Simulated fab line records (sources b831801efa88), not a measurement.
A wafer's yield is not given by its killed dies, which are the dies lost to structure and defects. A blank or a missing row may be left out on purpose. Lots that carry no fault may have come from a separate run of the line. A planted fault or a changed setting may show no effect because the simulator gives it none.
A single fault, viewed from 2 desks / flow gf180mcu / numbers are kept per desk, each desk with only its own; the story behind them comes last

## METROLOGY DESK
Means of the sampled wafers that have a number, per lot and without regard to the tool the lot ran on: this is what the gauges read. Any lot whose mean is over 4 standard deviations away from the usual mean is out of limits and marked OUT; that distance is given in the brackets.
Columns: A = MIM_ALCU_THK at GF_MIM_THK_MEAS_11, usual 199.3 nm; B = PASSIVATION_BOW at GF_PASSIVATION_BOW_MEAS_14, usual 136 um
lot=L506; first seen here=day 24 16:59; A=201.9; B=132
lot=L508; first seen here=day 25 14:26; A=201.3; B=132
lot=L510; first seen here=day 26 05:19; A=200.3; B=134
lot=L511; first seen here=day 26 18:02; A=202.8; B=145
lot=L512; first seen here=day 26 21:40; A=197.4; B=138
lot=L513; first seen here=day 27 15:29; A=203.1; B=134
lot=L516; first seen here=day 28 07:44; A=197.3; B=132
lot=L518; first seen here=day 28 20:53; A=199.7; B=143
lot=L520; first seen here=day 29 15:23; A=200.0; B=135
lot=L525; first seen here=day 30 18:40; A=196.0; B=125
lot=L526; first seen here=day 31 00:37; A=197.2; B=127
lot=L528; first seen here=day 31 11:52; A=203.1; B=135
lot=L529; first seen here=day 31 17:11; A=199.1; B=144
Result from this desk: across the 13 lots, nothing is out of limits.

## TOOL OWNER'S DESK, plasma asher-01
The tool's own readings at GF_HV_LDD_STRIP_10 (strips in O2/N2): means of the sampled wafers that have a number, for each lot that ran on this tool. Any lot whose mean is over 4 standard deviations away from the usual mean is out of limits and marked OUT; that distance is given in the brackets.
Columns: A = drypump motor current A at GF_HV_LDD_STRIP_10, usual 5.5 A; B = heater power w at GF_HV_LDD_STRIP_10, usual 322 W; C = n2 flow sccm at GF_HV_LDD_STRIP_10, usual 300.0 sccm; D = oes product au at GF_HV_LDD_STRIP_10, usual 0.716 a.u.; E = strip time to endpoint s at GF_HV_LDD_STRIP_10, usual 12.64 s
lot=L506; first seen here=day 10 01:56; A=6.0; B=368; C=299.6; D=0.718; E=12.68
lot=L510; first seen here=day 11 07:44; A=5.8; B=368; C=298.9; D=0.712; E=12.66
lot=L512; first seen here=day 11 21:23; A=5.8; B=372; C=300.0; D=0.719; E=12.62
lot=L513; first seen here=day 12 16:25; A=5.7; B=377; C=299.6; D=0.713; E=12.67
lot=L516; first seen here=day 13 05:43; A=5.8; B=370; C=299.4; D=0.715; E=12.65
lot=L518; first seen here=day 13 23:05; A=5.8; B=377; C=300.4; D=0.717; E=12.63
lot=L526; first seen here=day 16 07:32; A=5.6; B=374; C=299.7; D=0.718; E=12.66
Result from this desk: across the 7 lots, nothing is out of limits.

## ALL TOGETHER
From the metrology desk's view, nothing was out of limits.
Nothing out of limits was seen by the tool owner's desk.

## WHAT WAS PUT IN BY THE SIMULATOR
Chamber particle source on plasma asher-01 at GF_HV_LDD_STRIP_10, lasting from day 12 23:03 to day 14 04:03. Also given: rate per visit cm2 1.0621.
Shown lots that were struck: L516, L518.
